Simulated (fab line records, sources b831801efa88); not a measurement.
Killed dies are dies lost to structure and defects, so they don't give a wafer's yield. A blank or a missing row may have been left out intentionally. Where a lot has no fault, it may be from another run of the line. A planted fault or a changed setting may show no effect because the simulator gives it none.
Which tool was responsible?    flow sky130    7 lots with 21 wafers sampled at 2 steps, on a route of 708 steps

== WHAT THE GAUGES SHOWED, per wafer ==
SKY_VT_ADJUST_LVTN_TW_MEAS_21.
lot   measured      on            VT_ADJUST_LVTN_2_TW
L355  day 8 04:45   filmMetro-04  187.0 186.7 186.9
L359  day 10 02:14  filmMetro-02  189.1 187.9 188.4
L361  day 11 00:26  filmMetro-02  187.2 188.4 188.4
L365  day 12 02:13  filmMetro-03  183.8 186.1 185.7
L367  day 12 11:49  filmMetro-02  29.9 30.0 30.1
L368  day 12 19:40  filmMetro-03  186.5 185.9 184.6
L373  day 13 13:19  filmMetro-02  188.6 188.0 188.0

== WHICH TOOL RAN EACH LOT (tool, then ch and the chambers of the sampled wafers, then the start) ==
lot   SKY_VT_ADJUST_LVTN_IMPLANT_19
L355  implanter-04 ch 0, day 8 04:30
L359  implanter-02 ch 0, day 10 02:01
L361  implanter-01 ch 0, day 11 00:11
L365  implanter-02 ch 0, day 12 01:58
L367  implanter-02, day 12 11:34
L368  implanter-04 ch 0, day 12 19:25
L373  implanter-04 ch 0, day 13 13:05
- SKY_VT_ADJUST_LVTN_IMPLANT_19

== THE ANSWER, worked out from the rows above alone ==
Rule: the lots themselves supply what counts as usual. The widest of any qualifying gaps counts: lots, ordered by their means at a reading, are off when they make up no more than a third of the lots, leave a main group of 4 or more, and stand apart from it by 3 or more times the standard deviation of that group's means. A main group whose means are all the same, to the digits that the tables above print for the reading, isn't used. A lot without any number at a reading at which 4 lots or more have one is off too. The other lots that the step has rows for count as sound.
Off: L367, seen at SKY_VT_ADJUST_LVTN_TW_MEAS_21 (VT_ADJUST_LVTN_2_TW). Mean 187.1 and standard deviation 1.3 in the main group.
A tool fits if, at a process step before that reading, it ran every lot that is off, and no sound lot after the first of them. The gauges at SKY_VT_ADJUST_LVTN_TW_MEAS_21 are tried like those tools. One fits: SKY_VT_ADJUST_LVTN_IMPLANT_19 on implanter-02. A fault onset in the window from L365 (day 12 01:58, its last sound lot) to L367 (day 12 11:34, its first lot off) fits.

== WHAT WAS PUT IN BY THE SIMULATOR ==
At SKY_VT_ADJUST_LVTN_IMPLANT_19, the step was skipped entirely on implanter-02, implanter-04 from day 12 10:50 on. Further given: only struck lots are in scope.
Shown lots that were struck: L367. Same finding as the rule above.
